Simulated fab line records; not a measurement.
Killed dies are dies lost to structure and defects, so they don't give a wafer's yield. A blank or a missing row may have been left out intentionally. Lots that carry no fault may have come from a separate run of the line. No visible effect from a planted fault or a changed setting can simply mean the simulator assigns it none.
Which tool did it? + flow sky130 + 13 lots with 39 wafers sampled at 4 steps, on a route of 708 steps

## WHAT THE GAUGES SHOWED, per wafer
SKY_PASSIVATION_THK_MEAS_03.
| lot  | measured     | on           | PASSIVATION_CVD_02_THK (nm) |
|------|--------------|--------------|-----------------------------|
| L199 | day 44 06:09 | filmMetro-03 | 544 530 539                 |
| L200 | day 44 12:14 | filmMetro-03 | 541 550 537                 |
| L201 | day 44 16:20 | filmMetro-02 | 534 544 544                 |
| L202 | day 44 23:01 | filmMetro-03 | 527 528 536                 |
| L203 | day 45 18:45 | filmMetro-02 | 543 532 548                 |
| L208 | day 46 18:40 | filmMetro-01 | 545 524 539                 |
| L209 | day 48 09:28 | filmMetro-02 | 538 553 563                 |
| L215 | day 48 13:14 | filmMetro-02 | 536 551 549                 |
| L216 | day 48 20:07 | filmMetro-03 | 536 529 538                 |
| L218 | day 48 23:10 | filmMetro-02 | 529 547 536                 |
| L219 | day 49 03:50 | filmMetro-01 | 537 552 542                 |
| L220 | day 49 08:37 | filmMetro-03 | 536 534 547                 |
| L221 | day 49 14:44 | filmMetro-03 | 541 532 552                 |

## TOOL THAT RAN EACH LOT (tool first, then ch and the chambers of the sampled wafers, then the start)
| lot  | SKY_CONTACT_SPUTTER_23      | SKY_METAL4_METAL_ETCH_18         | SKY_METAL5_SPUTTER_04       |
|------|-----------------------------|----------------------------------|-----------------------------|
| L199 | pvdSputter-01, day 32 00:19 | rieMetal-01 ch 0, day 42 03:38   | pvdSputter-03, day 43 06:13 |
| L200 | pvdSputter-01, day 32 05:40 | rieMetal-01 ch 0,1, day 42 10:14 | pvdSputter-03, day 43 11:50 |
| L201 | pvdSputter-01, day 32 10:38 | rieMetal-01 ch 1, day 42 14:14   | pvdSputter-03, day 43 16:17 |
| L202 | pvdSputter-02, day 32 20:54 | rieMetal-03 ch 0,1, day 42 21:48 | pvdSputter-03, day 43 23:32 |
| L203 | pvdSputter-04, day 33 19:21 | rieMetal-02 ch 1, day 43 17:40   | pvdSputter-04, day 44 19:55 |
| L208 | pvdSputter-01, day 35 02:59 | rieMetal-01 ch 0,1, day 44 19:40 | pvdSputter-04, day 45 20:26 |
| L209 | pvdSputter-01, day 35 06:50 | rieMetal-01 ch 0,1, day 45 01:02 | pvdSputter-02, day 47 12:05 |
| L215 | pvdSputter-04, day 37 12:03 | rieMetal-01 ch 0,1, day 46 18:18 | pvdSputter-03, day 47 17:08 |
| L216 | pvdSputter-02, day 37 18:02 | rieMetal-03 ch 0,1, day 47 00:34 | pvdSputter-03, day 47 23:34 |
| L218 | pvdSputter-01, day 38 00:40 | rieMetal-03 ch 0, day 47 05:45   | pvdSputter-02, day 48 04:16 |
| L219 | pvdSputter-02, day 38 04:06 | rieMetal-01 ch 0,1, day 47 09:24 | pvdSputter-03, day 48 07:46 |
| L220 | pvdSputter-04, day 38 11:17 | rieMetal-02 ch 0,1, day 47 13:12 | pvdSputter-02, day 48 14:42 |
| L221 | pvdSputter-01, day 38 21:24 | rieMetal-03 ch 0,1, day 47 21:41 | pvdSputter-02, day 48 19:43 |
- SKY_CONTACT_SPUTTER_23: material TiN, target thk 20 nm, time 80 s.
- SKY_METAL4_METAL_ETCH_18: etches the open film in Cl2/BCl3, stops on SiO2, target depth 845 nm, time 183.1 s.
- SKY_METAL5_SPUTTER_04: material TiN, target thk 70 nm, time 57.49 s.

## AS READ BY THE TOOLS THEMSELVES (means over the sampled wafers that have a number; for cases with no such wafer, the mark the record gives instead)
SKY_CONTACT_SPUTTER_23.
| lot  | tool          | throttleValvePct (%) |
|------|---------------|----------------------|
| L199 | pvdSputter-01 | 29.6                 |
| L200 | pvdSputter-01 | 29.7                 |
| L201 | pvdSputter-01 | 29.1                 |
| L202 | pvdSputter-02 | 30.1                 |
| L203 | pvdSputter-04 | 29.3                 |
| L208 | pvdSputter-01 | 29.7                 |
| L209 | pvdSputter-01 | 29.6                 |
| L215 | pvdSputter-04 | 29.9                 |
| L216 | pvdSputter-02 | 28.4                 |
| L218 | pvdSputter-01 | 29.7                 |
| L219 | pvdSputter-02 | 29.2                 |
| L220 | pvdSputter-04 | 29.8                 |
| L221 | pvdSputter-01 | 28.9                 |

SKY_METAL4_METAL_ETCH_18.
| lot  | tool        | drypumpMotorCurrentA (A) | oesProductAu (a.u.) | throttleValvePct (%) |
|------|-------------|--------------------------|---------------------|----------------------|
| L199 | rieMetal-01 | 5.77                     | 0.868               | 22.264               |
| L200 | rieMetal-01 | 5.69                     | 0.867               | 22.249               |
| L201 | rieMetal-01 | 5.63                     | 0.872               | 22.270               |
| L202 | rieMetal-03 | 6.17                     | 0.868               | 22.266               |
| L203 | rieMetal-02 | 6.36                     | 0.863               | 22.260               |
| L208 | rieMetal-01 | 5.69                     | 0.864               | 22.258               |
| L209 | rieMetal-01 | 5.74                     | 0.869               | 22.258               |
| L215 | rieMetal-01 | 5.74                     | 0.862               | 22.260               |
| L216 | rieMetal-03 | 6.14                     | 0.864               | 22.264               |
| L218 | rieMetal-03 | 6.21                     | 0.869               | 22.265               |
| L219 | rieMetal-01 | 5.71                     | 0.864               | 22.258               |
| L220 | rieMetal-02 | 5.86                     | 0.871               | 22.270               |
| L221 | rieMetal-03 | 6.14                     | 0.866               | 22.260               |

SKY_METAL5_SPUTTER_04.
| lot  | tool          | throttleValvePct (%) |
|------|---------------|----------------------|
| L199 | pvdSputter-03 | 29.9                 |
| L200 | pvdSputter-03 | 29.1                 |
| L201 | pvdSputter-03 | 30.0                 |
| L202 | pvdSputter-03 | 30.4                 |
| L203 | pvdSputter-04 | 29.8                 |
| L208 | pvdSputter-04 | 29.5                 |
| L209 | pvdSputter-02 | 29.3                 |
| L215 | pvdSputter-03 | 30.3                 |
| L216 | pvdSputter-03 | 30.1                 |
| L218 | pvdSputter-02 | 29.2                 |
| L219 | pvdSputter-03 | 30.0                 |
| L220 | pvdSputter-02 | 29.9                 |
| L221 | pvdSputter-02 | 30.6                 |

## THE ANSWER, worked out from the rows above alone
Rule: usual is defined by the lots themselves. Put in order of their means at a reading, lots are off if they are a third of the lots or fewer, leave a main group of 4 or more, and stand apart from it by a gap of 3 or more times the standard deviation of the main group's means; of several such gaps the widest counts. The tables above print the reading to a certain number of digits; a main group whose means all agree to those digits is not used. A lot without any number at a reading at which 4 lots or more have one is off too. Any other lot the step has rows for is counted as sound. The gauges are gone through in route order, then the tools' own readings, and for those a lot's mean is taken as printed above. At the first step where some lot is off, the reading lying furthest off is the one used; lots without a number count as furthest.
Across all readings shown, no lot is off: no conclusion can be drawn from this.

## WHAT WAS PUT IN BY THE SIMULATOR
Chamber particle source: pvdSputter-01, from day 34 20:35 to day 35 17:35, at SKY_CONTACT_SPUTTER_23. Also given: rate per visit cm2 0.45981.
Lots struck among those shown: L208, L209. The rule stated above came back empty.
